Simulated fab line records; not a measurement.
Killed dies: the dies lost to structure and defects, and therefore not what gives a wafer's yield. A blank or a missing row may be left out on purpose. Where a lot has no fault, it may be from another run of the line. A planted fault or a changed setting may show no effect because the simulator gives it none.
Which tool is to blame? || flow sky130 || 15 lots, 45 wafers sampled, at 1 step of a route of 708

== WHAT THE GAUGES SHOWED, per wafer ==
No reading from a measuring or inspecting step in the record can be judged against a usual standard deviation.

== TOOL THAT RAN EACH LOT (tool first, then ch and the chambers of the sampled wafers, then the start) ==
{"lot": "L934", "SKY_VIA1_EXPOSE_09": "krf scanner-01 ch 0, day 33 13:29"}
{"lot": "L933", "SKY_VIA1_EXPOSE_09": "krf scanner-02 ch 0, day 33 14:38"}
{"lot": "L938", "SKY_VIA1_EXPOSE_09": "krf scanner-02 ch 0, day 35 01:58"}
{"lot": "L939", "SKY_VIA1_EXPOSE_09": "krf scanner-02 ch 0, day 35 06:41"}
{"lot": "L942", "SKY_VIA1_EXPOSE_09": "krf scanner-01 ch 0, day 36 15:24"}
{"lot": "L944", "SKY_VIA1_EXPOSE_09": "krf scanner-01 ch 0, day 36 20:32"}
{"lot": "L945", "SKY_VIA1_EXPOSE_09": "krf scanner-01 ch 0, day 36 23:40"}
{"lot": "L946", "SKY_VIA1_EXPOSE_09": "krf scanner-01 ch 0, day 37 07:49"}
{"lot": "L948", "SKY_VIA1_EXPOSE_09": "krf scanner-01, day 38 04:35"}
{"lot": "L949", "SKY_VIA1_EXPOSE_09": "krf scanner-01, day 38 10:25"}
{"lot": "L951", "SKY_VIA1_EXPOSE_09": "krf scanner-01, day 39 04:17"}
{"lot": "L950", "SKY_VIA1_EXPOSE_09": "krf scanner-01 ch 0, day 39 08:08"}
{"lot": "L952", "SKY_VIA1_EXPOSE_09": "krf scanner-01 ch 0, day 39 09:16"}
{"lot": "L954", "SKY_VIA1_EXPOSE_09": "krf scanner-02 ch 0, day 39 21:10"}
{"lot": "L956", "SKY_VIA1_EXPOSE_09": "krf scanner-02 ch 0, day 40 07:50"}
- SKY_VIA1_EXPOSE_09: exposes mask VIM, target cd 150 nm.

== WHAT THE TOOLS THEMSELVES READ (means of the sampled wafers that have a number; where no wafer has one, the mark that the record gives instead) ==
SKY_VIA1_EXPOSE_09.
{"lot": "L934", "tool": "krf scanner-01", "exposure dose mJ cm2": 37.93, "focus offset nm (nm)": 0.2}
{"lot": "L933", "tool": "krf scanner-02", "exposure dose mJ cm2": 37.96, "focus offset nm (nm)": 0.3}
{"lot": "L938", "tool": "krf scanner-02", "exposure dose mJ cm2": 37.97, "focus offset nm (nm)": -0.2}
{"lot": "L939", "tool": "krf scanner-02", "exposure dose mJ cm2": 37.97, "focus offset nm (nm)": 0.0}
{"lot": "L942", "tool": "krf scanner-01", "exposure dose mJ cm2": 37.92, "focus offset nm (nm)": 0.0}
{"lot": "L944", "tool": "krf scanner-01", "exposure dose mJ cm2": 37.93, "focus offset nm (nm)": -0.4}
{"lot": "L945", "tool": "krf scanner-01", "exposure dose mJ cm2": 37.89, "focus offset nm (nm)": 0.8}
{"lot": "L946", "tool": "krf scanner-01", "exposure dose mJ cm2": 37.91, "focus offset nm (nm)": 0.7}
{"lot": "L948", "tool": "krf scanner-01", "exposure dose mJ cm2": "-", "focus offset nm (nm)": "-"}
{"lot": "L949", "tool": "krf scanner-01", "exposure dose mJ cm2": "-", "focus offset nm (nm)": "-"}
{"lot": "L951", "tool": "krf scanner-01", "exposure dose mJ cm2": "-", "focus offset nm (nm)": "-"}
{"lot": "L950", "tool": "krf scanner-01", "exposure dose mJ cm2": 37.86, "focus offset nm (nm)": 0.0}
{"lot": "L952", "tool": "krf scanner-01", "exposure dose mJ cm2": 37.90, "focus offset nm (nm)": -0.3}
{"lot": "L954", "tool": "krf scanner-02", "exposure dose mJ cm2": 38.02, "focus offset nm (nm)": -1.1}
{"lot": "L956", "tool": "krf scanner-02", "exposure dose mJ cm2": 38.00, "focus offset nm (nm)": 0.6}

== THE ANSWER, worked out from the rows above alone ==
Rule: the usual values come from the lots themselves. Put in order of their means at a reading, lots are off if they are a third of the lots or fewer, leave a main group of 4 or more, and stand apart from it by a gap of 3 or more times the standard deviation of the main group's means; of several such gaps the widest counts. A main group whose means are all the same, to the digits that the tables above print for the reading, isn't used. Also off: a lot with no number at a reading for which 4 or more lots have one. The other lots that the step has rows for count as sound. After the gauges, taken in route order, come the tools' own readings; for these a lot's mean is taken, as printed above. The first step at which some lot is off is used, and at that step the reading that is off furthest; a lot without a number counts as furthest.
Off: L948, L949, L951, at SKY_VIA1_EXPOSE_09 (exposure dose mJ cm2). Without a number there: L948, L949, L951. Main group: mean 37.94, sd 0.045.
A tool fits if, at that step or a process step before it, it ran every lot that is off, and no sound lot after the first of them. Of those tried, none fits.

== WHAT HAD BEEN PUT IN BY THE SIMULATOR ==
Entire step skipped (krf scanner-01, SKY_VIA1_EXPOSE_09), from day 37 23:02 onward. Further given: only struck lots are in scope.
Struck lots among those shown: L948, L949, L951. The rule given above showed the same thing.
